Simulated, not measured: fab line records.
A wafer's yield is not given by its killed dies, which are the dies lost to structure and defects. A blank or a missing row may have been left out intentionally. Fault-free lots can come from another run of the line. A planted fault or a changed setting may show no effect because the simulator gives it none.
Which tool is to blame? / flow gf180mcu / 14 lots with 42 wafers sampled at 5 steps, on a route of 602 steps

== WHAT EACH GAUGE READ, for each wafer ==
GF_STI_BOW_MEAS_00. Usual: INCOMING_BOW typically reads 1 um, with standard deviation 6.7.
lot=L861; measured=day 1 15:01; on=filmMetro-03; INCOMING_BOW (um)=4 7 7; flag=
lot=L864; measured=day 2 06:01; on=filmMetro-02; INCOMING_BOW (um)=-4 10 8; flag=
lot=L867; measured=day 2 21:02; on=filmMetro-01; INCOMING_BOW (um)=-9 5 9; flag=
lot=L868; measured=day 3 02:01; on=filmMetro-02; INCOMING_BOW (um)=1 0 0; flag=
lot=L869; measured=day 3 07:01; on=filmMetro-03; INCOMING_BOW (um)=5 7 16; flag=
lot=L870; measured=day 3 12:02; on=filmMetro-02; INCOMING_BOW (um)=-3 -7 -3; flag=
lot=L873; measured=day 4 03:00; on=filmMetro-02; INCOMING_BOW (um)=2 -14 -6; flag=
lot=L874; measured=day 4 08:02; on=filmMetro-02; INCOMING_BOW (um)=9 4 1; flag=
lot=L876; measured=day 4 18:02; on=filmMetro-03; INCOMING_BOW (um)=-2 -5 7; flag=
lot=L878; measured=day 5 04:02; on=filmMetro-02; INCOMING_BOW (um)=-4 -2 -7; flag=
lot=L880; measured=day 5 14:01; on=filmMetro-01; INCOMING_BOW (um)=4 -13 3; flag=
lot=L881; measured=day 5 19:01; on=filmMetro-03; INCOMING_BOW (um)=2 -9 -1; flag=
lot=L882; measured=day 6 00:00; on=filmMetro-01; INCOMING_BOW (um)=0 8 4; flag=
lot=L883; measured=day 6 05:00; on=filmMetro-03; INCOMING_BOW (um)=3 -4 -12; flag=

GF_VT_IMPLANT_OVL_MEAS_29. Usual: VT_IMPLANT_02_OVL typically reads -1.3 nm, with standard deviation 1.3.
lot=L861; measured=day 7 03:31; on=overlay-01; VT_IMPLANT_02_OVL (nm)=-1.2 -1.0 -1.5; flag=
lot=L864; measured=day 7 22:19; on=overlay-01; VT_IMPLANT_02_OVL (nm)=0.7 -0.3 0.2; flag=
lot=L867; measured=day 8 19:10; on=overlay-02; VT_IMPLANT_02_OVL (nm)=-0.8 -3.7 -3.2; flag=
lot=L868; measured=day 9 00:55; on=overlay-01; VT_IMPLANT_02_OVL (nm)=-1.6 0.0 -1.5; flag=
lot=L869; measured=day 9 07:28; on=overlay-01; VT_IMPLANT_02_OVL (nm)=-1.9 -2.5 -3.1; flag=
lot=L870; measured=day 9 16:32; on=overlay-01; VT_IMPLANT_02_OVL (nm)=-2.0 -2.7 -1.1; flag=
lot=L873; measured=day 10 12:25; on=overlay-01; VT_IMPLANT_02_OVL (nm)=-1.7 0.7 -1.5; flag=
lot=L874; measured=day 10 18:22; on=overlay-01; VT_IMPLANT_02_OVL (nm)=-1.4 0.1 -2.7; flag=
lot=L876; measured=day 11 08:08; on=overlay-01; VT_IMPLANT_02_OVL (nm)=-1.2 0.2 -0.6; flag=
lot=L878; measured=day 11 20:44; on=overlay-01; VT_IMPLANT_02_OVL (nm)=-2.8 -1.2 -1.7; flag=
lot=L880; measured=day 12 07:29; on=overlay-01; VT_IMPLANT_02_OVL (nm)=-0.4 -2.9 -0.4; flag=
lot=L881; measured=day 12 16:04; on=overlay-01; VT_IMPLANT_02_OVL (nm)=-2.2 -1.4 -0.8; flag=
lot=L882; measured=day 12 20:08; on=overlay-01; VT_IMPLANT_02_OVL (nm)=-3.5 -1.7 -2.7; flag=
lot=L883; measured=day 13 03:41; on=overlay-01; VT_IMPLANT_02_OVL (nm)=-1.8 1.0 0.7; flag=

GF_VT_IMPLANT_RS_MEAS_48: the measuring method here is four-point-probe. Usual: LVPWELL_RS typically reads 1196 ohm/sq, with standard deviation 3.7.
lot=L861; measured=day 7 20:31; on=filmMetro-02; LVPWELL_RS (ohm/sq)=1196 1192 1196; flag=
lot=L864; measured=day 8 16:04; on=filmMetro-01; LVPWELL_RS (ohm/sq)=1194 1195 1193; flag=
lot=L867; measured=day 9 13:50; on=filmMetro-04; LVPWELL_RS (ohm/sq)=1199 1197 1198; flag=
lot=L868; measured=day 9 18:58; on=filmMetro-04; LVPWELL_RS (ohm/sq)=1125 1125 1128; flag=OFF
lot=L869; measured=day 10 01:56; on=filmMetro-02; LVPWELL_RS (ohm/sq)=1120 1124 1121; flag=OFF
lot=L870; measured=day 10 11:08; on=filmMetro-01; LVPWELL_RS (ohm/sq)=1188 1191 1189; flag=
lot=L873; measured=day 11 06:53; on=filmMetro-04; LVPWELL_RS (ohm/sq)=1201 1196 1196; flag=
lot=L874; measured=day 11 12:56; on=filmMetro-04; LVPWELL_RS (ohm/sq)=1194 1199 1195; flag=
lot=L876; measured=day 12 03:46; on=filmMetro-02; LVPWELL_RS (ohm/sq)=1190 1191 1192; flag=
lot=L878; measured=day 12 16:49; on=filmMetro-01; LVPWELL_RS (ohm/sq)=1193 1191 1192; flag=
lot=L880; measured=day 13 04:08; on=filmMetro-02; LVPWELL_RS (ohm/sq)=1192 1193 1192; flag=
lot=L881; measured=day 13 12:58; on=filmMetro-04; LVPWELL_RS (ohm/sq)=1200 1203 1199; flag=
lot=L882; measured=day 13 16:53; on=filmMetro-02; LVPWELL_RS (ohm/sq)=1195 1194 1194; flag=
lot=L883; measured=day 13 23:47; on=filmMetro-04; LVPWELL_RS (ohm/sq)=1194 1198 1192; flag=

GF_SAB_OVL_MEAS_10. Usual: SAB_OVL typically reads 0.3 nm, with standard deviation 1.3.
lot=L861; measured=day 15 07:11; on=overlay-02; SAB_OVL (nm)=-0.8 1.2 -1.2; flag=
lot=L864; measured=day 16 10:53; on=overlay-02; SAB_OVL (nm)=0.2 -0.4 -0.9; flag=
lot=L867; measured=day 17 18:05; on=overlay-02; SAB_OVL (nm)=2.3 0.5 1.0; flag=
lot=L868; measured=day 18 01:50; on=overlay-02; SAB_OVL (nm)=0.9 0.5 -0.7; flag=
lot=L869; measured=day 18 15:46; on=overlay-01; SAB_OVL (nm)=3.3 0.9 0.8; flag=
lot=L870; measured=day 19 01:58; on=overlay-02; SAB_OVL (nm)=1.4 0.8 0.4; flag=
lot=L873; measured=day 20 07:15; on=overlay-02; SAB_OVL (nm)=0.7 -0.7 0.3; flag=
lot=L874; measured=day 20 08:32; on=overlay-01; SAB_OVL (nm)=1.8 2.6 1.3; flag=
lot=L876; measured=day 21 09:56; on=overlay-02; SAB_OVL (nm)=1.1 -0.2 0.9; flag=
lot=L878; measured=day 21 20:58; on=overlay-01; SAB_OVL (nm)=1.4 2.5 0.7; flag=
lot=L880; measured=day 22 06:41; on=overlay-01; SAB_OVL (nm)=1.7 1.3 -1.3; flag=
lot=L881; measured=day 22 18:46; on=overlay-02; SAB_OVL (nm)=1.2 0.3 0.7; flag=
lot=L882; measured=day 23 04:05; on=overlay-01; SAB_OVL (nm)=1.0 2.9 0.9; flag=
lot=L883; measured=day 23 09:50; on=overlay-01; SAB_OVL (nm)=-1.0 0.3 -0.1; flag=

== EACH LOT AND THE TOOL THAT RAN IT (in order: tool; ch and the chambers of the sampled wafers; start) ==
lot=L861; GF_LVPWELL_IMPLANT_09=implanter-04 ch 0, day 4 02:31
lot=L864; GF_LVPWELL_IMPLANT_09=implanter-01 ch 0, day 4 18:17
lot=L867; GF_LVPWELL_IMPLANT_09=implanter-01 ch 0, day 5 12:32
lot=L868; GF_LVPWELL_IMPLANT_09=implanter-01 ch 0, day 5 16:32
lot=L869; GF_LVPWELL_IMPLANT_09=implanter-01 ch 0, day 5 22:10
lot=L870; GF_LVPWELL_IMPLANT_09=implanter-03 ch 0, day 6 06:25
lot=L873; GF_LVPWELL_IMPLANT_09=implanter-04 ch 0, day 6 22:54
lot=L874; GF_LVPWELL_IMPLANT_09=implanter-04 ch 0, day 7 04:53
lot=L876; GF_LVPWELL_IMPLANT_09=implanter-04 ch 0, day 7 15:54
lot=L878; GF_LVPWELL_IMPLANT_09=implanter-03 ch 0, day 8 02:38
lot=L880; GF_LVPWELL_IMPLANT_09=implanter-03 ch 0, day 8 12:47
lot=L881; GF_LVPWELL_IMPLANT_09=implanter-04 ch 0, day 8 20:04
lot=L882; GF_LVPWELL_IMPLANT_09=implanter-04 ch 0, day 9 00:47
lot=L883; GF_LVPWELL_IMPLANT_09=implanter-04 ch 0, day 9 06:34
- GF_LVPWELL_IMPLANT_09

== WHAT THE TOOLS THEMSELVES READ (means of the sampled wafers that have a number; where no wafer has one, the mark that the record gives instead) ==
GF_LVPWELL_IMPLANT_09. Usual: doseIonsCm2 4.999e+12, standard deviation 5e+09; faradayCurrentUA 28.1, standard deviation 0.61.
lot=L861 tool=implanter-04 doseIonsCm2=5.005e+12 faradayCurrentUA=28.6 flag=
lot=L864 tool=implanter-01 doseIonsCm2=4.995e+12 faradayCurrentUA=27.8 flag=
lot=L867 tool=implanter-01 doseIonsCm2=4.998e+12 faradayCurrentUA=28.8 flag=
lot=L868 tool=implanter-01 doseIonsCm2=6.842e+12 faradayCurrentUA=38.7 flag=OFF
lot=L869 tool=implanter-01 doseIonsCm2=6.843e+12 faradayCurrentUA=39.0 flag=OFF
lot=L870 tool=implanter-03 doseIonsCm2=4.991e+12 faradayCurrentUA=28.1 flag=
lot=L873 tool=implanter-04 doseIonsCm2=4.995e+12 faradayCurrentUA=28.0 flag=
lot=L874 tool=implanter-04 doseIonsCm2=5.004e+12 faradayCurrentUA=28.2 flag=
lot=L876 tool=implanter-04 doseIonsCm2=4.996e+12 faradayCurrentUA=28.6 flag=
lot=L878 tool=implanter-03 doseIonsCm2=5.004e+12 faradayCurrentUA=27.6 flag=
lot=L880 tool=implanter-03 doseIonsCm2=5.002e+12 faradayCurrentUA=28.2 flag=
lot=L881 tool=implanter-04 doseIonsCm2=5.002e+12 faradayCurrentUA=28.2 flag=
lot=L882 tool=implanter-04 doseIonsCm2=5.001e+12 faradayCurrentUA=28.3 flag=
lot=L883 tool=implanter-04 doseIonsCm2=4.997e+12 faradayCurrentUA=28.0 flag=

== THE ANSWER, worked out from the rows above alone ==
Rule: a lot counts as off when the mean over its wafers that have a number is more than 3 standard deviations away from the usual mean. A lot without any number at a reading at which 4 lots or more have one is off too. Any other lot the step has rows for is counted as sound. After the gauges, taken in route order, come the tools' own readings; for these a lot's mean is taken, as printed above. The first step at which some lot is off is used, and at that step the reading that is off furthest; a lot without a number counts as furthest.
Off: L868, L869, at GF_VT_IMPLANT_RS_MEAS_48 (LVPWELL_RS).
A tool fits if, at a process step before that reading, it ran every lot that is off, and no sound lot after the first of them. The gauges at GF_VT_IMPLANT_RS_MEAS_48 aren't tried: what is off there is off at GF_LVPWELL_IMPLANT_09 too, on other tools, and a gauge's error can't cause that. One candidate fits, namely implanter-01 at GF_LVPWELL_IMPLANT_09. Its last sound lot is L867 (day 5 12:32), its first lot that is off L868 (day 5 16:32): a fault that began between those two fits.
The tool's own readings at GF_LVPWELL_IMPLANT_09 bear it out: on the lots that are off they differ by more than 5 times the standard deviation of the sound lots' means. doseIonsCm2 reads 6.842e+12 there against 4.999e+12 on the sound lots; faradayCurrentUA reads 38.9 there against 28.2 on the sound lots.

== WHAT THE SIMULATOR HAD INSERTED ==
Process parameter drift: implanter-01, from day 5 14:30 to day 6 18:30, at GF_LVPWELL_IMPLANT_09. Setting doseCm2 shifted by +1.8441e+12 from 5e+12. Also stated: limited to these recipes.
Lots struck among those shown: L868, L869. The rule above reached the same finding.
